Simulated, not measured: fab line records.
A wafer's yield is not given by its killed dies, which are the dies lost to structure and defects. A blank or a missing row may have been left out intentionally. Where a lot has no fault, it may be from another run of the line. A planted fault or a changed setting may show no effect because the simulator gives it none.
Which tool was responsible? ; flow gf180mcu ; 12 lots with 36 wafers sampled at 4 steps, on a route of 602 steps

## WHAT EACH GAUGE READ, for each wafer
GF_V1_BOW_MEAS_05.
lot;measured;on;V1_BOW (um)
L312;day 17 18:29;film_metro-03;96 93 91
L313;day 18 02:23;film_metro-04;77 76 84
L314;day 18 08:13;film_metro-03;74 73 80
L315;day 18 14:58;film_metro-01;71 86 82
L317;day 19 23:07;film_metro-01;90 88 78
L319;day 20 04:47;film_metro-03;70 72 81
L320;day 20 16:40;film_metro-04;82 72 83
L324;day 22 04:48;film_metro-03;75 84 81
L325;day 22 11:39;film_metro-04;90 79 95
L331;day 24 16:22;film_metro-03;74 93 74
L332;day 24 21:20;film_metro-03;82 86 77
L333;day 24 23:57;film_metro-03;79 88 73

GF_V1_RS_MEAS_24: measures by four-point-probe.
lot;measured;on;V1_W_RS (ohm/sq)
L312;day 18 19:29;film_metro-03;0.328 0.329 0.326
L313;day 19 03:14;film_metro-03;0.322 0.327 0.328
L314;day 19 10:11;film_metro-03;0.331 0.331 0.329
L315;day 19 16:34;film_metro-03;0.332 0.330 0.329
L317;day 21 00:46;film_metro-03;0.322 0.322 0.325
L319;day 21 06:05;film_metro-01;0.325 0.323 0.325
L320;day 21 17:49;film_metro-04;0.329 0.331 0.326
L324;day 23 04:47;film_metro-03;0.331 0.328 0.329
L325;day 23 10:56;film_metro-01;0.327 0.325 0.324
L331;day 25 14:51;film_metro-01;0.328 0.331 0.327
L332;day 25 19:17;film_metro-04;0.335 0.333 0.330
L333;day 25 22:23;film_metro-04;0.322 0.322 0.322

GF_V2_CD_MEAS_14: the cd target is 260 nm.
lot;measured;on;cd_nm (nm)
L312;day 20 23:40;cd_sem-01;258.6 258.6 257.8
L313;day 21 05:31;cd_sem-02;262.2 262.0 261.1
L314;day 21 12:41;cd_sem-02;258.8 259.4 258.3
L315;day 21 18:11;cd_sem-01;259.3 259.9 259.0
L317;day 23 02:44;cd_sem-02;262.5 261.9 261.7
L319;day 23 05:47;cd_sem-02;259.3 259.9 258.8
L320;day 23 18:07;cd_sem-02;260.3 260.0 261.0
L324;day 25 03:05;cd_sem-01;279.3 279.4 280.1 279.3 279.4 279.9
L325;day 25 08:04;cd_sem-02;280.2 280.1 280.7 280.4 280.3 280.4
L331;day 27 09:56;cd_sem-01;257.9 258.4 258.2
L332;day 27 14:58;cd_sem-01;258.7 259.9 259.1
L333;day 27 17:43;cd_sem-01;262.2 263.0 263.0

## TOOL THAT RAN EACH LOT (tool first, then ch and the chambers of the sampled wafers, then the start)
lot;GF_V2_SOFTBAKE_10
L312;litho_track-03 ch 0, day 20 10:00
L313;litho_track-04 ch 0, day 20 17:00
L314;litho_track-03 ch 0, day 21 00:00
L315;litho_track-03 ch 0, day 21 06:00
L317;litho_track-02 ch 0, day 22 15:00
L319;litho_track-02 ch 0, day 22 18:00
L320;litho_track-04 ch 0, day 23 06:00
L324;litho_track-02 ch 0, day 24 16:00
L325;litho_track-02 ch 0, day 24 21:00
L331;litho_track-03 ch 0, day 26 23:00
L332;litho_track-04 ch 0, day 27 04:00
L333;litho_track-03 ch 0, day 27 07:00
- GF_V2_SOFTBAKE_10: time 61.03 s.

## AS READ BY THE TOOLS THEMSELVES (means over the sampled wafers that have a number; for cases with no such wafer, the mark the record gives instead)
GF_V2_SOFTBAKE_10.
lot;tool;heater_power_total_W (W);plate_sensor_t_centre_C (C);plate_sensor_t_edge_C (C)
L312;litho_track-03;92.90;131.01;131.20
L313;litho_track-04;92.97;131.01;131.22
L314;litho_track-03;92.87;131.01;131.21
L315;litho_track-03;92.92;131.02;131.21
L317;litho_track-02;92.97;131.01;131.21
L319;litho_track-02;92.92;131.02;131.21
L320;litho_track-04;92.93;131.03;131.20
L324;litho_track-02;98.82;137.28;137.50
L325;litho_track-02;98.73;137.28;137.50
L331;litho_track-03;92.87;131.01;131.20
L332;litho_track-04;92.85;131.01;131.20
L333;litho_track-03;92.93;131.01;131.20

## THE ANSWER, worked out from the rows above alone
Rule: what is usual is taken from the lots themselves. The widest of any qualifying gaps counts: lots, ordered by their means at a reading, are off when they make up no more than a third of the lots, leave a main group of 4 or more, and stand apart from it by 3 or more times the standard deviation of that group's means. The tables above print the reading to a certain number of digits; a main group whose means all agree to those digits is not used. Also off: a lot with no number at a reading for which 4 or more lots have one. All remaining lots with rows at the step are treated as sound. The gauges are gone through in route order, then the tools' own readings, and for those a lot's mean is taken as printed above. At the first step where some lot is off, the reading lying furthest off is the one used; lots without a number count as furthest.
Off at GF_V2_CD_MEAS_14 (cd_nm): L324, L325. The main group: mean 260.0 nm, standard deviation 1.5.
A tool fits if, at a process step before that reading, it ran every lot that is off, and no sound lot after the first of them. The gauges at GF_V2_CD_MEAS_14 aren't tried: what is off there is off at GF_V2_SOFTBAKE_10 too, on other tools, and a gauge's error can't cause that. One fits: GF_V2_SOFTBAKE_10 on litho_track-02. A fault onset in the window from L319 (day 22 18:00, its last sound lot) to L324 (day 24 16:00, its first lot off) fits.
The tool's own readings at GF_V2_SOFTBAKE_10 bear it out: on the lots that are off they differ by more than 5 times the standard deviation of the sound lots' means. heater_power_total_W reads 98.78 W there against 92.91 W on the sound lots; plate_sensor_t_centre_C reads 137.28 C there against 131.01 C on the sound lots; plate_sensor_t_edge_C reads 137.50 C there against 131.21 C on the sound lots.

## WHAT THE SIMULATOR PUT IN
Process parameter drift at GF_V2_SOFTBAKE_10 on litho_track-02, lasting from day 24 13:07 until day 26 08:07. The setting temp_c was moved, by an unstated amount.
Lots struck among those shown: L324, L325. The same result came from the rule above.
